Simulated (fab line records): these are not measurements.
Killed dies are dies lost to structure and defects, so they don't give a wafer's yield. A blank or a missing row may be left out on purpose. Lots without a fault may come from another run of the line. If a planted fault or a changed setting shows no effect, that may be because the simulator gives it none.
Split-lot trial || flow sfq line || on a route of 325 steps: 5 lots, 23 wafers read

## THE SPLIT
At SFQ_TRILAYER_M7_LITHO_COAT_177 (resist thk 600 nm), the setting spin rpm was moved away from the recipe's 3000 rpm on 5 of the 23 wafers read, by -7.3% to +2.2%. The other wafers ran this setting at the recipe's value.

## FROM THE SPLIT TO THE READING: what the file shows between them, 3 steps
- SFQ_TRILAYER_M7_LITHO_SOFTBAKE_181
- SFQ_TRILAYER_M7_LITHO_EXPOSE_178: exposes mask M7, target cd 500 nm
- SFQ_TRILAYER_M7_LITHO_DEVELOP_179: time 60 s

## THE READING
KrF_of_TRILAYER_M7_LITHO_COAT_177.thk nm (the simulator's own value, which no gauge read), in nm, at SFQ_TRILAYER_M7_BARC_OPEN_METAL_ETCH_229 (etches BARC in O2, target depth 125 nm, time 41.7 s). The file gives no usual value for it. Across the 18 wafers here that went through the recipe, the average is 523.1 nm and the standard deviation 2.2 nm.

{"wafer": "L077.1", "tool, chamber at the split": "litho track-04, 0", "spin rpm as run, rpm": 3000, "against the recipe": "recipe", "KrF_of_TRILAYER_M7_LITHO_COAT_177.thk nm, nm": 522.5, "against lot-mates on the recipe": "-"}
{"wafer": "L077.2", "tool, chamber at the split": "litho track-04, 0", "spin rpm as run, rpm": 3000, "against the recipe": "recipe", "KrF_of_TRILAYER_M7_LITHO_COAT_177.thk nm, nm": 520.3, "against lot-mates on the recipe": "-"}
{"wafer": "L077.3", "tool, chamber at the split": "litho track-04, 0", "spin rpm as run, rpm": 3000, "against the recipe": "recipe", "KrF_of_TRILAYER_M7_LITHO_COAT_177.thk nm, nm": 520, "against lot-mates on the recipe": "-"}
{"wafer": "L082.1", "tool, chamber at the split": "litho track-03, 0", "spin rpm as run, rpm": 3065, "against the recipe": "+2.2%", "KrF_of_TRILAYER_M7_LITHO_COAT_177.thk nm, nm": 519.1, "against lot-mates on the recipe": -6.2}
{"wafer": "L082.2", "tool, chamber at the split": "litho track-03, 0", "spin rpm as run, rpm": 3065, "against the recipe": "+2.2%", "KrF_of_TRILAYER_M7_LITHO_COAT_177.thk nm, nm": 519.3, "against lot-mates on the recipe": -6.1}
{"wafer": "L082.3", "tool, chamber at the split": "litho track-03, 0", "spin rpm as run, rpm": 3065, "against the recipe": "+2.2%", "KrF_of_TRILAYER_M7_LITHO_COAT_177.thk nm, nm": 518.9, "against lot-mates on the recipe": -6.5}
{"wafer": "L082.5", "tool, chamber at the split": "litho track-03, 0", "spin rpm as run, rpm": 3000, "against the recipe": "recipe", "KrF_of_TRILAYER_M7_LITHO_COAT_177.thk nm, nm": 526.6, "against lot-mates on the recipe": "-"}
{"wafer": "L082.6", "tool, chamber at the split": "litho track-03, 0", "spin rpm as run, rpm": 3000, "against the recipe": "recipe", "KrF_of_TRILAYER_M7_LITHO_COAT_177.thk nm, nm": 524.1, "against lot-mates on the recipe": "-"}
{"wafer": "L083.1", "tool, chamber at the split": "litho track-03, 0", "spin rpm as run, rpm": 3000, "against the recipe": "recipe", "KrF_of_TRILAYER_M7_LITHO_COAT_177.thk nm, nm": 527.9, "against lot-mates on the recipe": "-"}
{"wafer": "L083.2", "tool, chamber at the split": "litho track-03, 0", "spin rpm as run, rpm": 3000, "against the recipe": "recipe", "KrF_of_TRILAYER_M7_LITHO_COAT_177.thk nm, nm": 523.7, "against lot-mates on the recipe": "-"}
{"wafer": "L083.4", "tool, chamber at the split": "litho track-03, 0", "spin rpm as run, rpm": 3000, "against the recipe": "recipe", "KrF_of_TRILAYER_M7_LITHO_COAT_177.thk nm, nm": 523.9, "against lot-mates on the recipe": "-"}
{"wafer": "L083.5", "tool, chamber at the split": "litho track-03, 0", "spin rpm as run, rpm": 3000, "against the recipe": "recipe", "KrF_of_TRILAYER_M7_LITHO_COAT_177.thk nm, nm": 522.5, "against lot-mates on the recipe": "-"}
{"wafer": "L083.6", "tool, chamber at the split": "litho track-03, 0", "spin rpm as run, rpm": 3000, "against the recipe": "recipe", "KrF_of_TRILAYER_M7_LITHO_COAT_177.thk nm, nm": 526.3, "against lot-mates on the recipe": "-"}
{"wafer": "L084.1", "tool, chamber at the split": "litho track-01, 0", "spin rpm as run, rpm": 3000, "against the recipe": "recipe", "KrF_of_TRILAYER_M7_LITHO_COAT_177.thk nm, nm": 522, "against lot-mates on the recipe": "-"}
{"wafer": "L084.2", "tool, chamber at the split": "litho track-01, 0", "spin rpm as run, rpm": 3000, "against the recipe": "recipe", "KrF_of_TRILAYER_M7_LITHO_COAT_177.thk nm, nm": 523.8, "against lot-mates on the recipe": "-"}
{"wafer": "L084.3", "tool, chamber at the split": "litho track-01, 0", "spin rpm as run, rpm": 3000, "against the recipe": "recipe", "KrF_of_TRILAYER_M7_LITHO_COAT_177.thk nm, nm": 521.4, "against lot-mates on the recipe": "-"}
{"wafer": "L084.4", "tool, chamber at the split": "litho track-01, 0", "spin rpm as run, rpm": 3000, "against the recipe": "recipe", "KrF_of_TRILAYER_M7_LITHO_COAT_177.thk nm, nm": 524.5, "against lot-mates on the recipe": "-"}
{"wafer": "L084.5", "tool, chamber at the split": "litho track-01, 0", "spin rpm as run, rpm": 3000, "against the recipe": "recipe", "KrF_of_TRILAYER_M7_LITHO_COAT_177.thk nm, nm": 523.4, "against lot-mates on the recipe": "-"}
{"wafer": "L085.1", "tool, chamber at the split": "litho track-01, 0", "spin rpm as run, rpm": 3000, "against the recipe": "recipe", "KrF_of_TRILAYER_M7_LITHO_COAT_177.thk nm, nm": 521.3, "against lot-mates on the recipe": "-"}
{"wafer": "L085.5", "tool, chamber at the split": "litho track-01, 0", "spin rpm as run, rpm": 3000, "against the recipe": "recipe", "KrF_of_TRILAYER_M7_LITHO_COAT_177.thk nm, nm": 521.3, "against lot-mates on the recipe": "-"}
{"wafer": "L085.2", "tool, chamber at the split": "litho track-01, 0", "spin rpm as run, rpm": 3000, "against the recipe": "recipe", "KrF_of_TRILAYER_M7_LITHO_COAT_177.thk nm, nm": 520.4, "against lot-mates on the recipe": "-"}
{"wafer": "L085.3", "tool, chamber at the split": "litho track-01, 0", "spin rpm as run, rpm": 2782, "against the recipe": "-7.3%", "KrF_of_TRILAYER_M7_LITHO_COAT_177.thk nm, nm": 544.2, "against lot-mates on the recipe": "+23.2"}
{"wafer": "L085.4", "tool, chamber at the split": "litho track-01, 0", "spin rpm as run, rpm": 2782, "against the recipe": "-7.3%", "KrF_of_TRILAYER_M7_LITHO_COAT_177.thk nm, nm": 544.7, "against lot-mates on the recipe": "+23.7"}

THE FIT
A straight line over all 23 wafers: KrF_of_TRILAYER_M7_LITHO_COAT_177.thk nm changes by -2.79 nm for each +1% of spin rpm; r = -0.95; the points scatter about the line by 2.2 nm.
The same after taking each lot's own level away (the mean of its wafers on the recipe; 23 wafers): -3.18 nm for each +1%; r = -0.99; scatter 1.3 nm.
The reading moves by 23 nm for the largest change in spin rpm, on that fit.
Across the lots, their own levels run from 520.93 to 525.35 nm, a range of 2.0 times the standard deviation given above.
Thus the slope moves with the lot-to-lot level: the two fits are different.
Check: with one of the wafers moved furthest among these (-7.3%) left out of the fit, the line predicts +23.2 nm for it against its lot-mates. Against them it came out at +23.2 nm.

## FURTHER SPLITS ON THESE WAFERS
Other splits were also applied to these wafers ahead of the reading. Each is held against what the fit with the lots' levels taken away leaves over:
{"other split on the same wafers": "SFQ_TRILAYER_JJ_CE_LITHO_PEB_117 peb temp c", "wafers away from the commonest value": 9, "r with KrF_of_TRILAYER_M7_LITHO_COAT_177.thk nm (lot level and that fit taken away)": "+0.06"}
{"other split on the same wafers": "SFQ_TRILAYER_M5_BARC_OPEN_METAL_ETCH_161 time s", "wafers away from the commonest value": 7, "r with KrF_of_TRILAYER_M7_LITHO_COAT_177.thk nm (lot level and that fit taken away)": "+0.14"}
{"other split on the same wafers": "SFQ_TRILAYER_R5_LITHO_COAT_141 spin rpm", "wafers away from the commonest value": 8, "r with KrF_of_TRILAYER_M7_LITHO_COAT_177.thk nm (lot level and that fit taken away)": "+0.30"}
{"other split on the same wafers": "SFQ_TRILAYER_I5_LITHO_COAT_149 spin rpm", "wafers away from the commonest value": 6, "r with KrF_of_TRILAYER_M7_LITHO_COAT_177.thk nm (lot level and that fit taken away)": -0.08}
{"other split on the same wafers": "SFQ_TRILAYER_I5_BARC_OPEN_VIA_ETCH_200 pressure mtorr", "wafers away from the commonest value": 18, "r with KrF_of_TRILAYER_M7_LITHO_COAT_177.thk nm (lot level and that fit taken away)": "+0.06"}
{"other split on the same wafers": "SFQ_TRILAYER_M6_LITHO_COAT_164 spin rpm", "wafers away from the commonest value": 6, "r with KrF_of_TRILAYER_M7_LITHO_COAT_177.thk nm (lot level and that fit taken away)": -0.02}
{"other split on the same wafers": "SFQ_TRILAYER_I6_VIA_LITHO_COAT_169 spin rpm", "wafers away from the commonest value": 10, "r with KrF_of_TRILAYER_M7_LITHO_COAT_177.thk nm (lot level and that fit taken away)": -0.12}

## THE WHOLE CHAIN: every reading that the file lists as answering this split, in the file's order
{"step": "SFQ_TRILAYER_M7_LITHO_COAT_177", "what it does": "resist thk 600 nm", "reading": "KrF_of_TRILAYER_M7_LITHO_COAT_177.thk nm (the simulator's own value, which no gauge read)", "change (the file's fit)": "-3.13 nm for each +1% of the setting", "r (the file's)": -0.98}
{"step": "SFQ_TRILAYER_M7_BARC_OPEN_METAL_ETCH_229", "what it does": "etches BARC in O2, target depth 125 nm, time 41.7 s", "reading": "KrF_of_TRILAYER_M7_LITHO_COAT_177.thk nm (the simulator's own value, which no gauge read)", "change (the file's fit)": "-3.2 nm for each +1% of the setting", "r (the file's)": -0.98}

## FILE'S OWN FIT
KrF_of_TRILAYER_M7_LITHO_COAT_177.thk nm changes by -3.2 nm for each +1% of spin rpm, r = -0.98.
